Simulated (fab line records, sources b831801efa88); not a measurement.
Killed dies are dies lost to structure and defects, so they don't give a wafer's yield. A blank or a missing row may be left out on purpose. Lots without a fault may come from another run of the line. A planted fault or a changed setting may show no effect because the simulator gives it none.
Which tool did it? | flow gf180mcu | 11 lots, 33 wafers sampled, at 4 steps of a route of 602

WHAT THE GAUGES READ, wafer by wafer
GF_PSD_TW_MEAS_11.
lot  | measured     | on            | PSD_TW
L836 | day 14 05:18 | film_metro-04 | 3247 3252 3214
L837 | day 14 10:35 | film_metro-04 | 3210 3233 3235
L839 | day 15 08:23 | film_metro-03 | 3184 3183 3165
L848 | day 18 20:31 | film_metro-04 | 3524 3532 3508
L849 | day 18 22:02 | film_metro-04 | 3496 3525 3541
L851 | day 19 20:36 | film_metro-03 | 3449 3450 3442
L852 | day 19 23:20 | film_metro-04 | 3224 3242 3228
L854 | day 20 19:24 | film_metro-02 | 3204 3223 3207
L855 | day 21 06:34 | film_metro-02 | 3176 3196 3199
L857 | day 21 17:53 | film_metro-04 | 3250 3249 3260
L858 | day 22 03:16 | film_metro-03 | 3173 3168 3162

WHICH TOOL RAN EACH LOT (tool, then ch and the chambers of the sampled wafers, then the start)
lot  | GF_POLY_GATE_STRIP_14                | GF_PSD_IMPLANT_09               | GF_PSD_STRIP_10
L836 | plasma_asher-02 ch 0, day 9 06:43    | implanter-03 ch 0, day 14 05:03 | plasma_asher-03 ch 0,1, day 14 05:12
L837 | plasma_asher-02 ch 0,1, day 9 12:23  | implanter-03 ch 0, day 14 10:20 | plasma_asher-03 ch 0,1, day 14 10:29
L839 | plasma_asher-01 ch 0,1, day 10 01:29 | implanter-04 ch 0, day 15 08:11 | plasma_asher-01 ch 0,1, day 15 08:17
L848 | plasma_asher-01 ch 0,1, day 13 00:56 | implanter-03 ch 0, day 18 20:18 | plasma_asher-02 ch 0,1, day 18 20:25
L849 | plasma_asher-01 ch 0,1, day 13 01:40 | implanter-03 ch 0, day 18 21:48 | plasma_asher-01 ch 0,1, day 18 21:56
L851 | plasma_asher-04 ch 0,1, day 13 17:16 | implanter-03 ch 0, day 19 20:21 | plasma_asher-01 ch 1, day 19 20:30
L852 | plasma_asher-01 ch 0, day 13 20:04   | implanter-04 ch 0, day 19 23:06 | plasma_asher-03 ch 0,1, day 19 23:14
L854 | plasma_asher-04 ch 0,1, day 14 18:19 | implanter-02 ch 0, day 20 19:11 | plasma_asher-03 ch 0,1, day 20 19:19
L855 | plasma_asher-02 ch 0, day 15 01:05   | implanter-02 ch 0, day 21 06:19 | plasma_asher-01 ch 0,1, day 21 06:27
L857 | plasma_asher-01 ch 0,1, day 15 12:25 | implanter-04 ch 0, day 21 17:38 | plasma_asher-02 ch 0,1, day 21 17:47
L858 | plasma_asher-02 ch 1, day 15 22:53   | implanter-04 ch 0, day 22 03:01 | plasma_asher-01 ch 0, day 22 03:09
- GF_POLY_GATE_STRIP_14: strips in O2/N2.
- GF_PSD_IMPLANT_09
- GF_PSD_STRIP_10: strips in O2/N2.

THE ANSWER, worked out from the rows above alone
Rule: what is usual is taken from the lots themselves. Put in order of their means at a reading, lots are off if they are a third of the lots or fewer, leave a main group of 4 or more, and stand apart from it by a gap of 3 or more times the standard deviation of the main group's means; of several such gaps the widest counts. A main group whose means are all the same, to the digits that the tables above print for the reading, isn't used. A lot without any number at a reading at which 4 lots or more have one is off too. The other lots that the step has rows for count as sound.
Off: L848, L849, L851, at GF_PSD_TW_MEAS_11 (PSD_TW). The main group: mean 3212, standard deviation 29.
A tool fits if, at a process step before that reading, it ran every lot that is off, and no sound lot after the first of them. The gauges at GF_PSD_TW_MEAS_11 are tried like those tools. One fits: implanter-03 at GF_PSD_IMPLANT_09. Its last sound lot is L837 (day 14 10:20), its first lot that is off L848 (day 18 20:18): a fault that began between those two fits.

WHAT THE SIMULATOR HAD PUT IN
Process parameter drift: implanter-03, from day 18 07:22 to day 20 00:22, at GF_PSD_IMPLANT_09. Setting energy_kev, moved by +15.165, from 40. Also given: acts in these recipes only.
Lots struck among those shown: L848, L849, L851. The rule above found the same.
